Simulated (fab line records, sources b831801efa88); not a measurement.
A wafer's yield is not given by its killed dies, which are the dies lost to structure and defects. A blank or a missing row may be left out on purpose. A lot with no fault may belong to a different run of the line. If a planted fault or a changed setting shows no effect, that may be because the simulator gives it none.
fab line records + flow gf180mcu
record
- lots=12
- wafers=36
- last-day=34
route steps=602 shown STI@3 MVSD@74 V1@350
lots untouched by any fault: they come from a run of this same line in which no faults occurred
start-h: hours from the record's opening day to when the first of the lot's shown wafers began + wait-h: hours since the lot's step before + " repeats the value in the row above + L1.1+2: one row covering several wafers at once + - no value, or no start was given + * or withheld: withheld + < > ~ a bound
route shown NAME@n: NAME is a module with steps in the file, n the number in the route of the first one + usual: mean/standard deviation of fault-free wafers + same: alike in all rows + chamber/n: place in a boat + sites: each site's reading + _std_site: standard deviation of those values + _edge_site: the outer-site mean with the inner-site mean subtracted + radius-mm: how far each site lies from the wafer's centre + mask NAME#n: copy n + behind: the tool/chamber that last shaped the wafer + hold: why the lot was held/for how many hours/how that ended + device: the n, p or np transistor that did not switch + end of line: tests of these same wafers at the route's end + where a step has no rows: the recipe by itself + killed: dies that structure and defects cost at the first sort, which is not the same as the wafer's yield + map: per-die view of a wafer (x killed, . not killed, _ where there is no die)
set.NAME: the setting as run; set.NAME@STEP: as run at that earlier step + model.NAME: the simulator's own value behind a step, which no gauge read
route steps across a sampled set of lots; one table per step, one row per wafer
services: when a tool's chamber went out of use (start-h, in hours from the record's first day, below 0 if earlier), for how many hours, and the reason
## steps
# step GF_STI_THK_MEAS_02
# recipe
- reads=SiO2_of_STI_OXIDATION_01
# usual
- STI_OXIDATION_THK=10.01/0.23
| lot.wafer | tool          | chamber | start-h | wait-h | STI_OXIDATION_THK[nm] |
|-----------|---------------|---------|---------|--------|-----------------------|
| L348.4    | film-metro-03 | -       | 26.75   | 0.0    | 10.45                 |
| L348.5    | "             | -       | "       | "      | 10.10                 |
| L348.6    | "             | -       | "       | "      | 10.20                 |
| L350.2    | film-metro-02 | -       | 36.52   | 0.0    | 9.84                  |
| L350.3    | "             | -       | "       | "      | 9.91                  |
| L350.5    | "             | -       | "       | "      | 9.93                  |
| L351.1    | film-metro-01 | -       | 41.57   | 0.0    | 10.08                 |
| L351.3    | "             | -       | "       | "      | 9.98                  |
| L351.5    | "             | -       | "       | "      | 9.66                  |
| L353.1    | film-metro-02 | -       | 51.51   | 0.0    | 10.09                 |
| L353.4    | "             | -       | "       | "      | 10.25                 |
| L353.5    | "             | -       | "       | "      | 10.16                 |
| L355.2    | film-metro-01 | -       | 61.52   | 0.0    | 9.92                  |
| L355.5    | "             | -       | "       | "      | 9.79                  |
| L355.6    | "             | -       | "       | "      | 9.72                  |
| L356.3    | film-metro-03 | -       | 66.93   | 0.0    | 9.84                  |
| L356.4    | "             | -       | "       | "      | 9.98                  |
| L356.5    | "             | -       | "       | "      | 9.71                  |
| L357.4    | film-metro-03 | -       | 74.27   | 0.0    | 10.12                 |
| L357.5    | "             | -       | "       | "      | 10.30                 |
| L357.6    | "             | -       | "       | "      | 10.43                 |
| L358.2    | film-metro-03 | -       | 76.89   | 0.0    | 10.21                 |
| L358.3    | "             | -       | "       | "      | 10.19                 |
| L358.4    | "             | -       | "       | "      | 10.20                 |
| L359.1    | film-metro-01 | -       | 81.51   | 0.0    | 9.69                  |
| L359.4    | "             | -       | "       | "      | 9.68                  |
| L359.5    | "             | -       | "       | "      | 9.80                  |
| L361.2    | film-metro-02 | -       | 91.52   | 0.0    | 9.84                  |
| L361.4    | "             | -       | "       | "      | 9.89                  |
| L361.6    | "             | -       | "       | "      | 9.93                  |
| L363.3    | film-metro-02 | -       | 101.53  | 0.0    | 9.59                  |
| L363.4    | "             | -       | "       | "      | 9.59                  |
| L363.5    | "             | -       | "       | "      | 9.53                  |
| L368.1    | film-metro-02 | -       | 126.94  | 0.0    | 10.27                 |
| L368.3    | "             | -       | "       | "      | 10.33                 |
| L368.5    | "             | -       | "       | "      | 10.33                 |
# step GF_MVSD_IMPLANT_08
# recipe
- species=P
- energy-kev=400
- dose-cm2=1.6e+13
- tilt-deg=0
# usual
- beam-on-s=9.99/0.2
- end-station-pressure-torr=5.06e-06/2.7e-07
- faraday-current-uA=90.3/1.7
| lot.wafer | tool         | chamber | start-h | wait-h | beam-on-s | end-station-pressure-torr | faraday-current-uA |
|-----------|--------------|---------|---------|--------|-----------|---------------------------|--------------------|
| L348.4    | implanter-02 | 0       | 100.17  | 0.1    | 9.75      | 4.9e-06                   | 92.8               |
| L348.5    | "            | 0       | "       | "      | 10.14     | 4.56e-06                  | 88.7               |
| L348.6    | "            | 0       | "       | "      | 9.75      | 5.55e-06                  | 92.1               |
| L350.2    | implanter-04 | 0       | 110.44  | 0.0    | 10.17     | 5.24e-06                  | 88.5               |
| L350.3    | "            | 0       | "       | "      | 10.21     | 5.24e-06                  | 88.3               |
| L350.5    | "            | 0       | "       | "      | 10.03     | 5.29e-06                  | 89.7               |
| L351.1    | implanter-01 | 0       | 119.57  | 0.0    | 9.83      | 5.36e-06                  | 92.0               |
| L351.3    | "            | 0       | "       | "      | 9.95      | 5e-06                     | 90.5               |
| L351.5    | "            | 0       | "       | "      | 10.16     | 4.95e-06                  | 88.5               |
| L353.1    | implanter-02 | 0       | 130.42  | 0.0    | 9.74      | 5.14e-06                  | 92.4               |
| L353.4    | "            | 0       | "       | "      | 10.05     | 5.07e-06                  | 90.2               |
| L353.5    | "            | 0       | "       | "      | 9.62      | 5.34e-06                  | 94.1               |
| L355.2    | implanter-01 | 0       | 141.61  | 0.0    | 10.12     | 5.13e-06                  | 89.7               |
| L355.5    | "            | 0       | "       | "      | 10.03     | 4.81e-06                  | 89.8               |
| L355.6    | "            | 0       | "       | "      | 10.10     | 5.23e-06                  | 89.8               |
| L356.3    | implanter-02 | 0       | 145.57  | 0.1    | 10.23     | 4.79e-06                  | 88.3               |
| L356.4    | "            | 0       | "       | "      | 10.10     | 5.32e-06                  | 89.5               |
| L356.5    | "            | 0       | "       | "      | 9.76      | 5e-06                     | 92.3               |
| L357.4    | implanter-02 | 0       | 156.96  | 0.1    | 9.70      | 4.83e-06                  | 93.1               |
| L357.5    | "            | 0       | "       | "      | 10.18     | 4.69e-06                  | 88.2               |
| L357.6    | "            | 0       | "       | "      | 9.89      | 5.01e-06                  | 91.0               |
| L358.2    | implanter-02 | 0       | 157.94  | 0.0    | 10.02     | 4.72e-06                  | 90.0               |
| L358.3    | "            | 0       | "       | "      | 9.85      | 5.76e-06                  | 91.4               |
| L358.4    | "            | 0       | "       | "      | 10.37     | 4.58e-06                  | 86.6               |
| L359.1    | implanter-04 | 0       | 163.88  | 0.0    | 9.73      | 5.52e-06                  | 92.6               |
| L359.4    | "            | 0       | "       | "      | 9.66      | 5.22e-06                  | 93.0               |
| L359.5    | "            | 0       | "       | "      | 9.62      | 5.54e-06                  | 93.2               |
| L361.2    | implanter-02 | 0       | 174.17  | 0.0    | 11.61     | 7.588e-05                 | 76.5               |
| L361.4    | "            | 0       | "       | "      | 11.49     | 8.044e-05                 | 76.9               |
| L361.6    | "            | 0       | "       | "      | 11.56     | 7.983e-05                 | 76.5               |
| L363.3    | implanter-02 | 0       | 186.65  | 0.1    | 11.76     | 7.921e-05                 | 75.4               |
| L363.4    | "            | 0       | "       | "      | 11.46     | 8.252e-05                 | 77.6               |
| L363.5    | "            | 0       | "       | "      | 11.18     | 7.362e-05                 | 78.8               |
| L368.1    | implanter-04 | 0       | 215.05  | 0.0    | 9.83      | 5.02e-06                  | 91.0               |
| L368.3    | "            | 0       | "       | "      | 9.89      | 4.79e-06                  | 91.0               |
| L368.5    | "            | 0       | "       | "      | 9.90      | 5.27e-06                  | 90.9               |
# step GF_MVSD_TW_MEAS_11
# usual
- MVSD_TW=1588/11
| lot.wafer | tool          | chamber | start-h | wait-h | hold                     | MVSD_TW |
|-----------|---------------|---------|---------|--------|--------------------------|---------|
| L348.4    | film-metro-01 | -       | 100.53  | 0.1    | -                        | 1590    |
| L348.5    | "             | -       | "       | "      | -                        | 1580    |
| L348.6    | "             | -       | "       | "      | -                        | 1594    |
| L350.2    | film-metro-01 | -       | 110.83  | 0.1    | -                        | 1598    |
| L350.3    | "             | -       | "       | "      | -                        | 1588    |
| L350.5    | "             | -       | "       | "      | -                        | 1577    |
| L351.1    | film-metro-02 | -       | 119.97  | 0.1    | -                        | 1573    |
| L351.3    | "             | -       | "       | "      | -                        | 1573    |
| L351.5    | "             | -       | "       | "      | -                        | 1565    |
| L353.1    | film-metro-01 | -       | 130.82  | 0.1    | -                        | 1589    |
| L353.4    | "             | -       | "       | "      | -                        | 1576    |
| L353.5    | "             | -       | "       | "      | -                        | 1584    |
| L355.2    | film-metro-01 | -       | 141.99  | 0.1    | -                        | 1585    |
| L355.5    | "             | -       | "       | "      | -                        | 1591    |
| L355.6    | "             | -       | "       | "      | -                        | 1598    |
| L356.3    | film-metro-04 | -       | 145.94  | 0.1    | -                        | 1598    |
| L356.4    | "             | -       | "       | "      | -                        | 1600    |
| L356.5    | "             | -       | "       | "      | -                        | 1596    |
| L357.4    | film-metro-01 | -       | 157.31  | 0.1    | -                        | 1577    |
| L357.5    | "             | -       | "       | "      | -                        | 1579    |
| L357.6    | "             | -       | "       | "      | -                        | 1584    |
| L358.2    | film-metro-01 | -       | 158.33  | 0.1    | -                        | 1592    |
| L358.3    | "             | -       | "       | "      | -                        | 1579    |
| L358.4    | "             | -       | "       | "      | -                        | 1590    |
| L359.1    | film-metro-02 | -       | 164.28  | 0.1    | -                        | 1585    |
| L359.4    | "             | -       | "       | "      | -                        | 1590    |
| L359.5    | "             | -       | "       | "      | -                        | 1592    |
| L361.2    | film-metro-04 | -       | 174.56  | 0.1    | await-dispo/0.2h/release | 1653    |
| L361.4    | "             | -       | "       | "      | await-dispo/0.2h/release | 1667    |
| L361.6    | "             | -       | "       | "      | await-dispo/0.2h/release | 1647    |
| L361.2    | film-metro-04 | -       | 174.88  | 0.3    | -                        | 1653    |
| L361.4    | "             | -       | "       | "      | -                        | 1665    |
| L361.6    | "             | -       | "       | "      | -                        | 1664    |
| L363.3    | film-metro-04 | -       | 187.02  | 0.1    | await-dispo/0.2h/release | 1660    |
| L363.4    | "             | -       | "       | "      | await-dispo/0.2h/release | 1662    |
| L363.5    | "             | -       | "       | "      | await-dispo/0.2h/release | 1663    |
| L363.3    | film-metro-04 | -       | 187.35  | 0.3    | -                        | 1659    |
| L363.4    | "             | -       | "       | "      | -                        | 1663    |
| L363.5    | "             | -       | "       | "      | -                        | 1659    |
| L368.1    | film-metro-02 | -       | 215.45  | 0.1    | -                        | 1574    |
| L368.3    | "             | -       | "       | "      | -                        | 1589    |
| L368.5    | "             | -       | "       | "      | -                        | 1587    |
# step GF_VT_IMPLANT_RS_MEAS_46
# recipe
- thk-meas-gauge=four-point-probe
# usual
- MVSD_RS=456.4/1.2
| lot.wafer | tool          | chamber | start-h | wait-h | hold                     | MVSD_RS[ohm/sq] |
|-----------|---------------|---------|---------|--------|--------------------------|-----------------|
| L348.4    | film-metro-04 | -       | 177.53  | 0.1    | -                        | 458.3           |
| L348.5    | "             | -       | "       | "      | -                        | 457.5           |
| L348.6    | "             | -       | "       | "      | -                        | 457.7           |
| L350.2    | film-metro-02 | -       | 190.99  | 0.1    | -                        | 455.3           |
| L350.3    | "             | -       | "       | "      | -                        | 456.1           |
| L350.5    | "             | -       | "       | "      | -                        | 455.7           |
| L351.1    | film-metro-01 | -       | 200.16  | 0.1    | -                        | 457.6           |
| L351.3    | "             | -       | "       | "      | -                        | 457.8           |
| L351.5    | "             | -       | "       | "      | -                        | 457.5           |
| L353.1    | film-metro-01 | -       | 213.67  | 0.1    | -                        | 457.4           |
| L353.4    | "             | -       | "       | "      | -                        | 456.6           |
| L353.5    | "             | -       | "       | "      | -                        | 455.6           |
| L355.2    | film-metro-02 | -       | 226.65  | 0.1    | -                        | 456.1           |
| L355.5    | "             | -       | "       | "      | -                        | 456.8           |
| L355.6    | "             | -       | "       | "      | -                        | 455.9           |
| L356.3    | film-metro-04 | -       | 229.82  | 0.1    | -                        | 456.4           |
| L356.4    | "             | -       | "       | "      | -                        | 455.3           |
| L356.5    | "             | -       | "       | "      | -                        | 456.0           |
| L357.4    | film-metro-02 | -       | 243.24  | 0.1    | -                        | 454.6           |
| L357.5    | "             | -       | "       | "      | -                        | 456.1           |
| L357.6    | "             | -       | "       | "      | -                        | 455.5           |
| L358.2    | film-metro-04 | -       | 245.70  | 0.1    | -                        | 456.2           |
| L358.3    | "             | -       | "       | "      | -                        | 456.9           |
| L358.4    | "             | -       | "       | "      | -                        | 456.9           |
| L359.1    | film-metro-02 | -       | 250.88  | 0.1    | -                        | 454.6           |
| L359.4    | "             | -       | "       | "      | -                        | 456.1           |
| L359.5    | "             | -       | "       | "      | -                        | 454.9           |
| L361.2    | film-metro-01 | -       | 264.00  | 0.1    | await-dispo/0.2h/release | 427.3           |
| L361.4    | "             | -       | "       | "      | await-dispo/0.2h/release | 428.7           |
| L361.6    | "             | -       | "       | "      | await-dispo/0.2h/release | 428.2           |
| L361.2    | film-metro-01 | -       | 264.36  | 0.3    | -                        | 427.8           |
| L361.4    | "             | -       | "       | "      | -                        | 428.8           |
| L361.6    | "             | -       | "       | "      | -                        | 428.5           |
| L363.3    | film-metro-02 | -       | 279.12  | 0.1    | await-dispo/0.2h/release | 427.9           |
| L363.4    | "             | -       | "       | "      | await-dispo/0.2h/release | 427.3           |
| L363.5    | "             | -       | "       | "      | await-dispo/0.2h/release | 427.3           |
| L363.3    | film-metro-02 | -       | 279.48  | 0.3    | -                        | 427.7           |
| L363.4    | "             | -       | "       | "      | -                        | 427.3           |
| L363.5    | "             | -       | "       | "      | -                        | 427.6           |
| L368.1    | film-metro-02 | -       | 309.72  | 0.1    | -                        | 457.0           |
| L368.3    | "             | -       | "       | "      | -                        | 456.1           |
| L368.5    | "             | -       | "       | "      | -                        | 455.9           |
# step GF_V1_OVL_MEAS_15
# usual
- V1_OVL=-3/5.2
| lot.wafer | tool       | chamber | start-h | wait-h | V1_OVL[nm] |
|-----------|------------|---------|---------|--------|------------|
| L348.4    | overlay-01 | -       | 440.78  | 0.1    | -2         |
| L348.5    | "          | -       | "       | "      | -5         |
| L348.6    | "          | -       | "       | "      | -5         |
| L350.2    | overlay-02 | -       | 460.20  | 0.1    | -12        |
| L350.3    | "          | -       | "       | "      | -4         |
| L350.5    | "          | -       | "       | "      | -4         |
| L351.1    | overlay-02 | -       | 470.36  | 0.1    | -15        |
| L351.3    | "          | -       | "       | "      | -6         |
| L351.5    | "          | -       | "       | "      | -12        |
| L353.1    | overlay-02 | -       | 487.84  | 0.1    | 2          |
| L353.4    | "          | -       | "       | "      | -6         |
| L353.5    | "          | -       | "       | "      | 3          |
| L355.2    | overlay-02 | -       | 504.04  | 0.1    | -6         |
| L355.5    | "          | -       | "       | "      | -6         |
| L355.6    | "          | -       | "       | "      | -11        |
| L356.3    | overlay-02 | -       | 507.32  | 0.1    | -1         |
| L356.4    | "          | -       | "       | "      | -14        |
| L356.5    | "          | -       | "       | "      | -8         |
| L357.4    | overlay-01 | -       | 528.91  | 0.1    | -7         |
| L357.5    | "          | -       | "       | "      | -7         |
| L357.6    | "          | -       | "       | "      | 0          |
| L358.2    | overlay-02 | -       | 530.82  | 0.1    | -6         |
| L358.3    | "          | -       | "       | "      | -6         |
| L358.4    | "          | -       | "       | "      | -7         |
| L359.1    | overlay-02 | -       | 536.15  | 0.1    | -6         |
| L359.4    | "          | -       | "       | "      | -7         |
| L359.5    | "          | -       | "       | "      | 0          |
| L361.2    | overlay-01 | -       | 554.25  | 0.1    | -8         |
| L361.4    | "          | -       | "       | "      | -3         |
| L361.6    | "          | -       | "       | "      | -6         |
| L363.3    | overlay-02 | -       | 570.80  | 0.1    | 2          |
| L363.4    | "          | -       | "       | "      | 1          |
| L363.5    | "          | -       | "       | "      | -9         |
| L368.1    | overlay-02 | -       | 602.00  | 0.1    | 5          |
| L368.3    | "          | -       | "       | "      | 6          |
| L368.5    | "          | -       | "       | "      | 6          |
# step GF_V1_SPUTTER_22
# recipe
- material=TiN
- target-thk-nm=10
- chamber-pressure-pa=5
- power-w=4000
- time-s=40
# usual
- chamber-pressure-pa=5.000/0.011
- throttle-valve-pct=29.5/0.97
| lot.wafer | tool           | chamber | start-h | wait-h | chamber-pressure-pa | throttle-valve-pct |
|-----------|----------------|---------|---------|--------|---------------------|--------------------|
| L348.4    | pvd-sputter-03 | -       | 441.52  | 0.0    | 5.000               | 28.7               |
| L348.5    | "              | -       | "       | "      | 4.989               | 28.1               |
| L348.6    | "              | -       | "       | "      | 5.015               | 28.9               |
| L350.2    | pvd-sputter-02 | -       | 460.96  | 0.0    | 5.012               | 30.1               |
| L350.3    | "              | -       | "       | "      | 4.979               | 29.3               |
| L350.5    | "              | -       | "       | "      | 5.002               | 29.2               |
| L351.1    | pvd-sputter-03 | -       | 471.16  | 0.0    | 5.004               | 30.3               |
| L351.3    | "              | -       | "       | "      | 5.004               | 28.9               |
| L351.5    | "              | -       | "       | "      | 5.003               | 30.7               |
| L353.1    | pvd-sputter-03 | -       | 488.60  | 0.0    | 5.004               | 30.4               |
| L353.4    | "              | -       | "       | "      | 4.997               | 28.8               |
| L353.5    | "              | -       | "       | "      | 4.981               | 28.0               |
| L355.2    | pvd-sputter-03 | -       | 504.80  | 0.0    | 4.995               | 28.1               |
| L355.5    | "              | -       | "       | "      | 4.976               | 28.8               |
| L355.6    | "              | -       | "       | "      | 5.005               | 30.7               |
| L356.3    | pvd-sputter-03 | -       | 508.07  | 0.0    | 5.025               | 28.7               |
| L356.4    | "              | -       | "       | "      | 5.016               | 28.7               |
| L356.5    | "              | -       | "       | "      | 5.014               | 30.3               |
| L357.4    | pvd-sputter-03 | -       | 529.65  | 0.0    | 5.006               | 30.3               |
| L357.5    | "              | -       | "       | "      | 4.999               | 29.0               |
| L357.6    | "              | -       | "       | "      | 5.010               | 28.0               |
| L358.2    | pvd-sputter-03 | -       | 531.57  | 0.0    | 5.017               | 28.6               |
| L358.3    | "              | -       | "       | "      | 5.013               | 30.5               |
| L358.4    | "              | -       | "       | "      | 4.995               | 30.6               |
| L359.1    | pvd-sputter-03 | -       | 536.91  | 0.0    | 5.010               | 30.5               |
| L359.4    | "              | -       | "       | "      | 4.993               | 28.6               |
| L359.5    | "              | -       | "       | "      | 4.992               | 28.8               |
| L361.2    | pvd-sputter-03 | -       | 555.07  | 0.0    | 5.000               | 28.0               |
| L361.4    | "              | -       | "       | "      | 4.985               | 28.9               |
| L361.6    | "              | -       | "       | "      | 4.994               | 28.6               |
| L363.3    | pvd-sputter-01 | -       | 571.56  | 0.0    | 5.004               | 30.4               |
| L363.4    | "              | -       | "       | "      | 4.998               | 28.3               |
| L363.5    | "              | -       | "       | "      | 5.018               | 30.6               |
| L368.1    | pvd-sputter-02 | -       | 602.75  | 0.0    | 4.992               | 29.2               |
| L368.3    | "              | -       | "       | "      | 4.992               | 30.7               |
| L368.5    | "              | -       | "       | "      | 4.997               | 29.1               |
## services
| tool           | chamber | start-h | hours | kind   |
|----------------|---------|---------|-------|--------|
| pvd-sputter-03 | -       | 129.40  | 3.9   | repair |
| implanter-01   | -       | 144.91  | 1.6   | repair |
| implanter-04   | -       | 166.74  | 1.1   | repair |
| implanter-04   | -       | 177.37  | 5.1   | pm     |
| implanter-02   | -       | 180.58  | 2.1   | repair |
| implanter-02   | -       | 187.35  | 2.3   | repair |
| implanter-04   | -       | 229.86  | 2.4   | repair |
| pvd-sputter-03 | -       | 246.26  | 2.0   | repair |
| pvd-sputter-02 | -       | 259.33  | 0.9   | repair |
| pvd-sputter-03 | -       | 276.51  | 5.2   | repair |
| implanter-02   | -       | 277.22  | 2.6   | pm     |
| implanter-01   | -       | 315.71  | 7.4   | repair |
| pvd-sputter-02 | -       | 365.21  | 6.0   | repair |
| implanter-04   | -       | 389.63  | 5.2   | pm     |
| implanter-01   | -       | 390.90  | 4.1   | pm     |
| pvd-sputter-03 | -       | 391.36  | 3.1   | repair |
| implanter-01   | -       | 421.63  | 10.4  | repair |
| pvd-sputter-03 | -       | 445.67  | 4.9   | repair |
| implanter-01   | -       | 448.53  | 2.2   | repair |
| pvd-sputter-02 | -       | 475.66  | 2.4   | repair |
| pvd-sputter-02 | -       | 479.80  | 1.9   | repair |
| implanter-02   | -       | 547.85  | 2.2   | repair |
| implanter-04   | -       | 552.62  | 6.6   | repair |
| implanter-04   | -       | 591.25  | 8.9   | repair |
## key
first-sign
- step=GF_MVSD_IMPLANT_08
- reading=end-station-pressure-torr
- direction=up
- sigmas=99+
- usual=5.06e-06
- struck=7.858e-05
effect
- step=GF_MVSD_IMPLANT_08
- reading=faraday-current-uA
- direction=down
- sigmas=7.7
- usual=90.3
- struck=77.0
effect
- step=GF_MVSD_TW_MEAS_11
- reading=visit
- direction=added
effect
- step=GF_MVSD_TW_MEAS_11
- reading=MVSD_TW
- direction=up
- sigmas=6.5
- usual=1588
- struck=1659
effect
- step=GF_VT_IMPLANT_RS_MEAS_46
- reading=MVSD_RS
- direction=down
- sigmas=25
- usual=456.4
- struck=427.8
met-at GF_MVSD_IMPLANT_08
struck-lots L361,L363
tester-left-out L361,L363
not-acting-at GF_STI_THK_MEAS_02,GF_V1_OVL_MEAS_15,GF_V1_SPUTTER_22
onset-between 157.94 174.17
fault
- kind=process-parameter-drift
- tool=implanter-02
- chamber=-
- onset-h=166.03
- steps=GF_MVSD_IMPLANT_08
- channel=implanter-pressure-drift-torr
- offset=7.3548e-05
- shape=step
- end-h=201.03
fault
- kind=process-parameter-drift
- tool=implanter-02
- chamber=-
- onset-h=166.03
- steps=GF_MVSD_IMPLANT_08
- channel=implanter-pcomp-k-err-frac
- offset=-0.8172
- shape=step
- end-h=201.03
# tester-left-out: of these lots the tester's yield and bins aren't shown, on N5 and GAA mostly nor the transistor test; their killed dies are dies lost to structure and defects alone, not to doping, threshold or leakage, so they don't give the yield
